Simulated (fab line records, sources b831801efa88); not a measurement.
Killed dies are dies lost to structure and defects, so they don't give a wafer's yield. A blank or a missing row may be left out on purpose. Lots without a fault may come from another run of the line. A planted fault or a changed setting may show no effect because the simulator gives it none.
A struck lot beside a sound one | flow sky130 | 44 steps out of a route of 708
Sound: wafers L208.3, L208.5, L208.6. Struck: wafer L206.1. The cause comes at the end.
At each step with rows: each side's tool, then ch and its chambers, then its first start. Under that, the readings that differ: sound wafers | struck wafers | difference of the means | sigmas: that difference in standard deviations of wafers without a fault.
alike: readings whose means differ by less than 2 such deviations, and words and numbers that are the same on both sides. not compared: withheld readings, readings that some wafer has no value for, bounds like >300 that may hide the same value, and numbers for which the record gives no deviation and whose values overlap.
The two part at a step that has a row with sigmas, a row that says differs or no value, or rows on one side only. Numbers that don't overlap but have no deviation are shown without sigmas and don't part them. A reading that every wafer of one side lacks parts them only if that side has two wafers or more.

first, 4 steps without rows for these wafers: SKY_VIA3_CLEAN_18 (cleans in IPA, time 180 s); SKY_VIA3_CLEAN_19 (cleans in O3/DIW); SKY_VIA3_SPUTTER_20 (material TiN, target thk 20 nm, time 80 s); SKY_VIA3_CVD_21 (deposits W, target thk 390 nm, time 117.31 s).
SKY_VIA3_RS_MEAS_22: measures by four-point-probe.
  sound on film_metro-04, day 43 00:58; struck on film_metro-01, day 42 10:13
  alike: VIA3_W_RS
SKY_VIA3_THK_MEAS_23: measures by xrf.
  sound on film_metro-04, day 43 01:04; struck on film_metro-01, day 42 10:20
  alike: VIA3_W_THK
SKY_VIA3_CMP_24: polishes, stops on SiO2, t overpolish 20 s, target thk 0 nm.
  sound on cmp-01 ch 0,1,2, day 43 01:13; struck on cmp-01 ch 1, day 42 10:29
  reading              | sound                | struck | difference | sigmas
  overpolish_run_s (s) | 20.004 19.998 19.996 | 19.977 | -0.022     | -2
  alike: head_pressure_psi, motor_current_A, time_to_endpoint_s
SKY_METAL4_SPUTTER_00: material Ti, target thk 15 nm, time 10 s.
  sound on pvd_sputter-01, day 43 01:25; struck on pvd_sputter-02, day 42 10:41
  alike: cathode_dc_power_W, throttle_valve_pct
then, 4 steps without rows for these wafers: SKY_METAL4_SPUTTER_01 (material TiN, target thk 20 nm, time 16.7 s); SKY_METAL4_SPUTTER_02 (material AlCu, target thk 735 nm, time 39.1 s); SKY_METAL4_SPUTTER_03 (material Ti, target thk 5 nm, time 3.3 s); SKY_METAL4_SPUTTER_04 (material TiN, target thk 70 nm, time 58.3 s).
SKY_CAP2M_CVD_00: deposits SiO2, target thk 15.5 nm.
  sound on pecvd-04 ch 0,1,2, day 43 01:34; struck on pecvd-03 ch 1, day 42 10:50
  reading                                | sound            | struck | difference | sigmas
  model.SiO2_of_CAP2M_CVD_00.thk_nm (nm) | 15.36 15.4 15.46 | 14.2   | -1.2       |
  alike: heater_power_w
SKY_CAP2M_THK_MEAS_01:
  sound on film_metro-02, day 43 01:36; struck on film_metro-03, day 42 10:52
  reading               | sound             | struck | difference | sigmas
  CAP2M_CVD_00_THK (nm) | 15.35 15.43 15.48 | 14.18  | -1.24      | -5
SKY_CAP2M_SPUTTER_02: material TiN, target thk 200 nm, time 166.7 s.
  sound on pvd_sputter-04, day 43 01:38; struck on pvd_sputter-04, day 42 10:55
  alike: cathode_dc_power_W, throttle_valve_pct
SKY_CAP2M_RS_MEAS_03: measures by four-point-probe.
  sound on film_metro-02, day 43 01:47; struck on film_metro-03, day 42 11:02
  alike: CAP2M_TIN_RS
SKY_CAP2M_THK_MEAS_04: measures by xrf.
  sound on film_metro-02, day 43 01:53; struck on film_metro-03, day 42 11:09
  alike: CAP2M_TIN_THK
then, 7 steps without rows for these wafers: SKY_CAP2M_DEHYDRATE_05 (time 60 s); SKY_CAP2M_HMDS_06 (prime time 60 s); SKY_CAP2M_COAT_07 (resist thk 1140 nm); SKY_CAP2M_SOFTBAKE_08 (time 60 s); SKY_CAP2M_EXPOSE_09 (exposes mask CAP2M, target cd 1000 nm); SKY_CAP2M_PEB_10; SKY_CAP2M_DEVELOP_11 (develop time 60 s).
SKY_CAP2M_OVL_MEAS_12:
  sound on overlay-01, day 44 00:28; struck on overlay-01, day 43 09:36
  alike: CAP2M_OVL
SKY_CAP2M_METAL_ETCH_13: etches TiN in Cl2/BCl3, stops on SiO2, target depth 220 nm, time 62.9 s.
  sound on rie_metal-01 ch 0,1, day 44 00:31; struck on rie_metal-01 ch 0, day 43 09:38
  reading                | sound | struck | difference                   | sigmas
  rf_hours_counter_h (h) | - - - | 6      | no value on the sound wafers |
  alike: drypump_motor_current_A, oes_product_au, throttle_valve_pct
then, 12 steps without rows for these wafers: SKY_CAP2M_STRIP_14 (strips in O2/N2); SKY_CAP2M_STRIP_15 (strips in post etch residue remover, time 1200 s); SKY_CAP2M_CLEAN_16 (cleans in IPA, time 180 s); SKY_CAP2M_CLEAN_17 (cleans in O3/DIW); SKY_METAL4_DEHYDRATE_05 (time 60 s); SKY_METAL4_HMDS_06 (prime time 60 s); SKY_METAL4_COAT_07 (resist thk 60 nm); SKY_METAL4_COAT_08 (resist thk 1140 nm); SKY_METAL4_SOFTBAKE_09 (time 90 s); SKY_METAL4_EXPOSE_10 (exposes mask MM4, target cd 300 nm); SKY_METAL4_PEB_11; SKY_METAL4_DEVELOP_12 (develop time 60 s).
SKY_METAL4_CD_MEAS_13: target cd 300 nm.
  sound on cd_sem-01, day 44 22:29; struck on cd_sem-01, day 44 08:30
  alike: cd_nm
SKY_METAL4_OVL_MEAS_14:
  sound on overlay-02, day 44 22:34; struck on overlay-02, day 44 08:37
  reading         | sound      | struck | difference | sigmas
  METAL4_OVL (nm) | -10 -5 -10 | 15     | +23        | +4
then, 1 step without rows for these wafers: SKY_METAL4_DESCUM_15 (chemistry O2, time 8 s).
SKY_METAL4_ETCH_16: etches BARC in N2/H2, stops on SiO2, time 85.54 s, target depth 60 nm.
  sound on rie_metal-03 ch 0,1, day 44 22:40; struck on rie_metal-04 ch 1, day 44 08:41
  reading                | sound | struck | difference                   | sigmas
  rf_hours_counter_h (h) | - - - | 17     | no value on the sound wafers |
  alike: drypump_motor_current_A, oes_product_au, throttle_valve_pct
SKY_METAL4_ETCH_17: etches SiO2 in C4F8/O2/Ar, stops on TiN, time 3.9 s, target depth 15 nm.
  sound on rie_diel-02 ch 2,3, day 44 22:44; struck on rie_diel-02 ch 2, day 44 08:47
  reading                  | sound             | struck | difference | sigmas
  oes_product_au (a.u.)    | 0.743 0.748 0.747 | 0.718  | -0.028     | -4
  model.etch.depth_nm (nm) | 15.36 15.4 15.46  | 14.2   | -1.2       |
-- the record jumps here: 4 days lie between the struck wafers' starts before and after (it left off in module METAL4 and takes up again in module PAD_OPEN, whose first step shown is number 708 of the route) --
SKY_PAD_OPEN_PROBE_99:
  sound on prober-01, day 48 14:46; struck on prober-01, day 48 03:16
  reading                               | sound                | struck | difference | sigmas
  killed_at_M4_up                       | 2 1 4                | 8      | +6         | +3
  model.etest.cap_mim2.bv_v (V)         | 13.61 13.58 13.5     | 12.62  | -0.94      |
  model.etest.cap_mim2.leak_log10_a_cm2 | -8.929 -8.983 -9.027 | -8.582 | +0.398     |
  model.etest.cap_mim2.c_ff_um2         | 2.357 2.359 2.346    | 2.558  | +0.204     |
  alike: defect_limited_yield, killed_at_M0_to_M3, killed_at_contacts, killed_at_front_end, killed_at_other, killed_dies, killed_open, killed_short, sort_bin_3_pad_short, sort_bin_5_function, sort_bin_6_memory, sort_n_pass, sort_yield_pct

WHERE THEY PART
First at SKY_VIA3_CMP_24; last, within this record, at SKY_PAD_OPEN_PROBE_99.

WHY: what the simulator had put in
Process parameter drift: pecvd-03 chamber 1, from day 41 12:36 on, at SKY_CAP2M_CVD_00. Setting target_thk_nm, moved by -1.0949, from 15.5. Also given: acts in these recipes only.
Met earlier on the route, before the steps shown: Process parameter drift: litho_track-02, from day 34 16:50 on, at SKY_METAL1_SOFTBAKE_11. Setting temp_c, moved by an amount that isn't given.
